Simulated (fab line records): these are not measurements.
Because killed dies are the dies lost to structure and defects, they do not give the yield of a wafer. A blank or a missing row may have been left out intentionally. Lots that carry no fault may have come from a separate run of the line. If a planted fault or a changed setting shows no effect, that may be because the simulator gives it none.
A struck lot beside a sound one    flow sky130    16 steps out of a route of 708
Sound: these wafers, L273.2, L273.5, L273.6. Struck: wafer L287.4 (left out: L287.6, a lot-mate that was not struck); the cause follows at the end.
For every step that has rows: the tool of each side, followed by ch and its chambers, followed by its first start. Under that, the readings that differ: sound wafers    struck wafers    difference of the means    sigmas: that difference in standard deviations of wafers without a fault.
alike: readings whose means differ by less than 2 such deviations, and words and numbers that are the same on both sides. not compared: withheld readings, readings that some wafer has no value for, bounds like >300 that may hide the same value, and numbers for which the record gives no deviation and whose values overlap.
Wherever a step has rows on one side only, a row that says differs or no value, or a row with sigmas, the two part there. Numbers that have no deviation but don't overlap get no sigmas and don't part them. A reading that every wafer of one side lacks parts them only if that side has two wafers or more.

first, 3 steps without rows for these wafers: SKY_METAL1_EXPOSE_12 (exposes mask MM1, target cd 140 nm); SKY_METAL1_PEB_13; SKY_METAL1_DEVELOP_14 (develop time 60 s).
SKY_METAL1_CD_MEAS_15: the cd target is 140 nm.
  sound on cd_sem-01, day 34 10:53; struck on cd_sem-02, day 38 08:43
  alike: cd_nm
SKY_METAL1_OVL_MEAS_16:
  sound on overlay-01, day 34 10:59; struck on overlay-01, day 38 08:48
  alike: METAL1_OVL
SKY_METAL1_DESCUM_17: chemistry O2, time 8 s.
  sound on rie_metal-03 ch 0,1, day 34 11:01; struck on rie_metal-02 ch 1, day 38 08:50
  alike: drypump_motor_current_A, oes_product_au
  not compared: rf_hours_counter_h
SKY_METAL1_ETCH_18: etches BARC in N2/H2, stops on SiO2, time 45.9 s, target depth 60 nm.
  sound on rie_metal-03 ch 0,1, day 34 11:03; struck on rie_metal-02 ch 1, day 38 08:52
  alike: drypump_motor_current_A, oes_product_au, throttle_valve_pct
  not compared: rf_hours_counter_h
SKY_METAL1_METAL_ETCH_19: etches the open film in Cl2/BCl3, stops on SiO2, target depth 360 nm, time 78 s.
  sound on rie_metal-03 ch 0,1, day 34 11:07; struck on rie_metal-02 ch 1, day 38 08:56
  alike: bcl3_flow_sccm, drypump_motor_current_A, oes_product_au, throttle_valve_pct
  not compared: rf_hours_counter_h
SKY_METAL1_STRIP_20: strips in O2/N2.
  sound on plasma_asher-01 ch 0,1, day 34 11:12; struck on plasma_asher-02 ch 1, day 38 09:02
  alike: drypump_motor_current_A, oes_product_au, strip_time_to_endpoint_s
  not compared: rf_hours_counter_h
then, 3 steps without rows for these wafers: SKY_METAL1_STRIP_21 (strips in post etch residue remover, time 1200 s); SKY_METAL1_CLEAN_22 (cleans in IPA, time 180 s); SKY_METAL1_CLEAN_23 (cleans in O3/DIW).
SKY_VIA1_HDPCVD_00: deposits SiO2, target thk 1030 nm, time 171.7 s.
  sound on hdpcvd-01 ch 0,1,2, day 34 11:48; struck on hdpcvd-02 ch 0, day 38 09:39
reading                                   sound           struck  difference  sigmas
model.SiO2_of_VIA1_HDPCVD_00.thk_nm (nm)  1035 1033 1015  1569    +541        
SKY_VIA1_THK_MEAS_01:
  sound on film_metro-01, day 34 11:55; struck on film_metro-01, day 38 09:44
reading               sound           struck  difference  sigmas
VIA1_HDPCVD_THK (nm)  1035 1034 1016  1569    +541        +49
SKY_VIA1_CMP_02: polishes SiO2.
  sound on cmp-01 ch 0,3, day 34 12:01; struck on cmp-02 ch 0, day 38 09:49
reading                  sound              struck  difference  sigmas
head_pressure_psi (psi)  3.982 4.009 3.984  4.012   +0.020      +2
  alike: motor_current_A
SKY_PAD_OPEN_PROBE_99:
  sound wafers here have rows in the record (prober-02, day 47 02:06); struck ones have none

## WHERE THEY PART
At SKY_VIA1_THK_MEAS_01 first; at SKY_PAD_OPEN_PROBE_99 last (within this record only).

WHY: what had been put in by the simulator
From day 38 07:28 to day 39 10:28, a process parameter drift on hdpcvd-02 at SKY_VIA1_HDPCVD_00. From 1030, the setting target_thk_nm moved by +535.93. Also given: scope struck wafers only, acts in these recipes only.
